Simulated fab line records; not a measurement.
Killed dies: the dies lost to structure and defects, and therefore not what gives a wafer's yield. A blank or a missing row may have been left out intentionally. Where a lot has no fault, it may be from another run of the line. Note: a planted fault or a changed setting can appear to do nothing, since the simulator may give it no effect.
A struck lot beside a sound one -- flow gf180mcu -- 16 out of 602 route steps
Sound: these wafers, L555.2, L555.3, L555.6. Struck: wafer L562.1 (left out: L562.6, a lot-mate that was not struck); the cause follows at the end.
Order at every step that has rows: each side's tool, ch and its chambers, its first start. Under that, the readings that differ: sound wafers -- struck wafers -- difference of the means -- sigmas: that difference in standard deviations of wafers without a fault.
alike: readings with means less than 2 such deviations apart, plus words and numbers identical on both sides. not compared: withheld readings, readings lacking a value on some wafer, bounds such as >300 that could conceal the same value, and numbers that have no deviation in the record and whose values overlap.
A row with sigmas, a row that says differs or no value, or rows on one side alone: a step with any of these is where the two part. Non-overlapping numbers with no deviation appear without sigmas and do not part them. A reading missing from all wafers of one side parts the sides only when that side holds two or more wafers.

first, 4 steps without rows for these wafers: GF_TOP_METAL_SOFTBAKE_10 (time 60 s); GF_TOP_METAL_EXPOSE_11 (exposes mask MetalTop, target cd 440 nm); GF_TOP_METAL_PEB_12; GF_TOP_METAL_DEVELOP_13 (develop time 60 s).
GF_TOP_METAL_CD_MEAS_14: the cd target is 440 nm.
  sound on cd_sem-02 at day 30 14:54; struck on cd_sem-02 at day 32 16:40
  alike: cd_nm
GF_TOP_METAL_OVL_MEAS_15:
  sound on overlay-01 at day 30 15:00; struck on overlay-01 at day 32 16:47
reading,sound,struck,difference,sigmas
TOP_METAL_OVL (nm),-1.9 -0.7 -1.7,1.4,+2.8,+2
GF_TOP_METAL_METAL_ETCH_16: etches the open film in Cl2/BCl3, stops on SiO2, target depth 1197 nm, time 199.5 s.
  sound on rie_metal-03 ch 0,1, day 30 15:02; struck on rie_metal-02 ch 0, day 32 16:50
  alike: drypump_motor_current_A, oes_product_au, throttle_valve_pct
  not compared: rf_hours_counter_h
GF_TOP_METAL_STRIP_17: strips in O2/N2.
  sound on plasma_asher-04 ch 0,1, day 30 15:13; struck on plasma_asher-04 ch 0, day 32 17:01
reading,sound,struck,difference,sigmas
o2_flow_sccm (sccm),3001 3012 2999,2983,-21,-2
  alike: drypump_motor_current_A, heater_power_w, oes_product_au, strip_time_to_endpoint_s
  not compared: rf_hours_counter_h
then, 2 steps without rows for these wafers: GF_TOP_METAL_STRIP_18 (strips in post etch residue remover, time 1200 s); GF_TOP_METAL_CLEAN_19 (cleans in DIW).
GF_PASSIVATION_CVD_00: deposits SiO2 from TEOS, target thk 1000 nm, time 111.95 s.
  sound on pecvd-01 ch 0,1, day 30 15:47; struck on pecvd-01 ch 0, day 32 17:34
  alike: heater_power_w
GF_PASSIVATION_THK_MEAS_01:
  sound on film_metro-04 at day 30 15:55; struck on film_metro-03 at day 32 17:38
  alike: PASSIVATION_CVD_00_THK
GF_PASSIVATION_CVD_02: deposits Si3N4, target thk 700 nm, time 486.18 s.
  sound on pecvd-03 ch 0,2, day 30 15:58; struck on pecvd-03 ch 2, day 32 17:42
reading,sound,struck,difference,sigmas
model.Si3N4_of_PASSIVATION_CVD_02.thk_nm (nm),698.9 694.9 705.5,295.3,-404.5,
  alike: heater_power_w
GF_PASSIVATION_THK_MEAS_03:
  sound on film_metro-03 at day 30 16:16; struck on film_metro-03 at day 32 17:59
reading,sound,struck,difference,sigmas
PASSIVATION_CVD_02_THK (nm),699 695 706,295,-405,-37
then, 1 step without rows for these wafers: GF_PASSIVATION_DEHYDRATE_04 (time 60 s).
GF_PASSIVATION_PROBE_99:
  rows exist in the record for the struck wafers here (prober-01, day 33 12:55), but not for the sound ones

## WHERE THEY PART
First at GF_TOP_METAL_OVL_MEAS_15; last, within this record, at GF_PASSIVATION_PROBE_99.

WHY: what had been put in by the simulator
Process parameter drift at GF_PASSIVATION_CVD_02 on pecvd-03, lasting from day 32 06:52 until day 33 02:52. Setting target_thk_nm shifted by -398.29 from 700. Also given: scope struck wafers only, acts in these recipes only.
